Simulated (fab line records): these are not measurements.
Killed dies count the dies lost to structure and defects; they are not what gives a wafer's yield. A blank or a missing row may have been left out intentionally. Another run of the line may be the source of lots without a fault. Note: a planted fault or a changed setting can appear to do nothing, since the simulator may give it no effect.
A struck lot beside a sound one ; flow sky130 ; 21 out of 708 route steps
Sound: wafers L771.1, L771.3, L771.6. Wafers struck: L785.3, L785.4, L785.6. Last of all comes the cause.
Each step with rows lists, per side, the tool, then ch with its chambers, then its first start. Under that, the readings that differ: sound wafers ; struck wafers ; difference of the means ; sigmas: that difference in standard deviations of wafers without a fault.
alike: readings with means less than 2 such deviations apart, plus words and numbers identical on both sides. not compared: withheld readings, readings lacking a value on some wafer, bounds such as >300 that could conceal the same value, and numbers that have no deviation in the record and whose values overlap.
A row with sigmas, a row that says differs or no value, or rows on one side alone: a step with any of these is where the two part. When numbers do not overlap yet have no deviation, they are printed without sigmas and do not part them. A reading missing from all wafers of one side parts the sides only when that side holds two or more wafers.

first, 1 step without rows for these wafers: SKY_RES_XHIGH_IMPLANT_07.
SKY_RES_XHIGH_STRIP_08: strips in O2/N2.
  sound on plasma_asher-02 ch 0, day 27 06:38; struck on plasma_asher-01 ch 0,1, day 31 22:28
  alike: drypump_motor_current_A, oes_product_au, strip_time_to_endpoint_s
  not compared: rf_hours_counter_h
SKY_RES_XHIGH_TW_MEAS_09:
  sound on film_metro-03, day 27 06:44; struck on film_metro-03, day 31 22:33
  alike: RES_XHIGH_TW
then, 7 steps without rows for these wafers: SKY_SD_N_DEHYDRATE_00 (time 60 s); SKY_SD_N_HMDS_01 (prime time 60 s); SKY_SD_N_COAT_02 (resist thk 1140 nm); SKY_SD_N_SOFTBAKE_03 (time 60 s); SKY_SD_N_EXPOSE_04 (exposes mask NSDM, target cd 380 nm); SKY_SD_N_PEB_05; SKY_SD_N_DEVELOP_06 (develop time 60 s).
SKY_SD_N_CD_MEAS_07: target cd 380 nm.
  sound on cd_sem-01, day 28 11:28; struck on cd_sem-02, day 33 01:52
  alike: cd_nm
SKY_SD_N_OVL_MEAS_08:
  sound on overlay-02, day 28 11:35; struck on overlay-01, day 33 01:58
  alike: SD_N_OVL
SKY_SD_N_IMPLANT_09:
  sound on implanter-02 ch 0, day 28 11:37; struck on implanter-01 ch 0, day 33 02:02
reading;sound;struck;difference;sigmas
beam_energy_keV;49.993 50.025 50.000;41.309 41.324 41.331;-8.685;-99 or more
model.implant.rp_nm (nm);32.27 32.27 32.27;28.47 28.47 28.47;-3.80;
model.implant.drp_nm (nm);14.11 14.11 14.11;12.25 12.25 12.25;-1.86;
after that, 1 step had no rows for these wafers: SKY_SD_N_IMPLANT_10.
SKY_SD_N_STRIP_11: strips in O2/N2.
  sound on plasma_asher-03 ch 0,1, day 28 11:55; struck on plasma_asher-03 ch 0,1, day 33 02:19
reading;sound;struck;difference;sigmas
oes_product_au (a.u.);0.524 0.533 0.533;0.543 0.541 0.548;+0.014;+3
strip_time_to_endpoint_s (s);22.55 22.58 22.61;21.29 21.25 21.23;-1.32;-37
  alike: drypump_motor_current_A
  not compared: rf_hours_counter_h
SKY_SD_N_TW_MEAS_12:
  sound on film_metro-01, day 28 12:01; struck on film_metro-01, day 33 02:24
reading;sound;struck;difference;sigmas
SD_N_TW;3967 4014 3996;3822 3803 3827;-175;-7
then, 1 step without rows for these wafers: SKY_SD_N_CLEAN_13 (cleans in SC1/SC2, time 150 s).
SKY_SD_N_RTA_14: time 2 s.
  sound on rtp_anneal-02 ch 0, day 28 12:07; struck on rtp_anneal-02 ch 0, day 33 02:31
  alike: anneal_temp_c_max, lamp_power_pct, ramp_down_c_per_s, wafer_temp_C_max
SKY_SD_N_RS_MEAS_16: uses a four-point probe to measure.
  sound on film_metro-02, day 28 12:17; struck on film_metro-03, day 33 02:42
reading;sound;struck;difference;sigmas
SD_N_RS (ohm/sq);68.82 68.74 68.73;74.98 74.99 75.03;+6.24;+52
SKY_SD_N_RS_MEAS_17: uses a four-point probe to measure.
  sound on film_metro-02, day 28 12:25; struck on film_metro-03, day 33 02:49
reading;sound;struck;difference;sigmas
SD_P_RS (ohm/sq);147.7 147.4 147.7;146.3 146.8 146.5;-1.1;-3
-- record jumps: 17 days separate the struck wafers' starts on either side; left off in module SD_N, taken up again in module PAD_OPEN, whose first shown step is the route's number 708 --
SKY_PAD_OPEN_PROBE_99:
  sound on prober-01, day 46 08:19; struck on prober-01, day 49 15:30
reading;sound;struck;difference;sigmas
model.etest.res_ndiff.line_ohm_um;755.5 755.9 756.1;799.8 794.7 798.6;+41.9;
model.etest.res_ndiff.rs_ohm_sq;119.2 119 119.1;127 128.5 127.6;+9;
model.etest.res_ndiff_hv.rs_ohm_sq;113.7 113.7 114;120.6 122.3 121.5;+7.7;
  alike: killed_at_M0_to_M3, killed_at_M4_up, killed_at_contacts, killed_at_front_end, killed_at_other, killed_dies, killed_open, killed_short

WHERE THEY PART
First at SKY_SD_N_IMPLANT_09; last, within this record, at SKY_SD_N_RS_MEAS_17. Later steps at which nothing parts them and some readings are alike: SKY_PAD_OPEN_PROBE_99.

WHY: what had been put in by the simulator
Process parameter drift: implanter-01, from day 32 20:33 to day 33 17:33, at SKY_SD_N_IMPLANT_09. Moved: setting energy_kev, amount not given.
